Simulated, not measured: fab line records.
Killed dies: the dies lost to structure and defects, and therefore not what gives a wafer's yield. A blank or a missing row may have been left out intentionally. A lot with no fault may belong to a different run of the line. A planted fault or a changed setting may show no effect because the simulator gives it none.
A single fault, viewed from 2 desks :: flow gf180mcu :: what lay behind the numbers comes last; until then each desk has only its own

THE METROLOGY DESK
Means of the sampled wafers that have a number, per lot and without regard to the tool the lot ran on: this is what the gauges read. Any lot whose mean is over 4 standard deviations away from the usual mean is out of limits and marked OUT; that distance is given in the brackets.
Columns: A = cdNm at GF_V4_CD_MEAS_14, usual 259.9 nm; B = V4_OVL at GF_V4_OVL_MEAS_15, usual -3 nm; C = V4_W_RS at GF_V4_RS_MEAS_24, usual 0.331 ohm/sq; D = V4_W_THK at GF_V4_THK_MEAS_25, usual 356 nm; E = MIM_CVD_05_THK at GF_MIM_THK_MEAS_06, usual 42.2 nm; F = MIM_ALCU_RS at GF_MIM_RS_MEAS_10, usual 0.1610 ohm/sq; G = MIM_ALCU_THK at GF_MIM_THK_MEAS_11, usual 199.3 nm
lot: L155
first seen here: day 25 20:42
A: 259.3
B: 2
C: 0.334
D: 353
E: 42.6
F: 0.1604
G: 199.2

lot: L158
first seen here: day 26 11:43
A: 260.2
B: -9
C: 0.324
D: 363
E: 41.7
F: 0.1629
G: 198.1

lot: L160
first seen here: day 27 04:01
A: 259.1
B: -5
C: 0.324
D: 366
E: 42.5
F: 0.1583
G: 203.4

lot: L162
first seen here: day 27 11:23
A: 259.2
B: -5
C: 0.329
D: 362
E: 42.3
F: 0.1624
G: 197.6

lot: L164
first seen here: day 28 10:35
A: 262.0
B: -10
C: 0.333
D: 353
E: 43.0
F: 0.1598
G: 200.2

lot: L173
first seen here: day 30 18:37
A: 259.7
B: -0
C: 0.328
D: 359
E: 42.8
F: 0.1594
G: 201.7
Result from this desk: across the 6 lots, nothing is out of limits.

TOOL OWNER'S DESK, pvdSputter-02
The tool's own readings at GF_V4_SPUTTER_21 (material Ti, target thk 15 nm, time 80.02 s): means of the sampled wafers that have a number, for each lot that ran on this tool. Any lot whose mean is over 4 standard deviations away from the usual mean is out of limits and marked OUT; that distance is given in the brackets.
Columns: A = throttleValvePct at GF_V4_SPUTTER_21, usual 30.2 %
lot: L158
first seen here: day 26 12:32
A: 30.5

lot: L160
first seen here: day 27 04:57
A: 30.1

lot: L162
first seen here: day 27 12:10
A: 30.5

lot: L164
first seen here: day 28 11:23
A: 30.9
Result from this desk: across the 4 lots, nothing is out of limits.

TAKEN TOGETHER
The metrology desk saw nothing out of limits.
The tool owner's desk saw nothing out of limits.

WHAT THE SIMULATOR HAD PUT IN
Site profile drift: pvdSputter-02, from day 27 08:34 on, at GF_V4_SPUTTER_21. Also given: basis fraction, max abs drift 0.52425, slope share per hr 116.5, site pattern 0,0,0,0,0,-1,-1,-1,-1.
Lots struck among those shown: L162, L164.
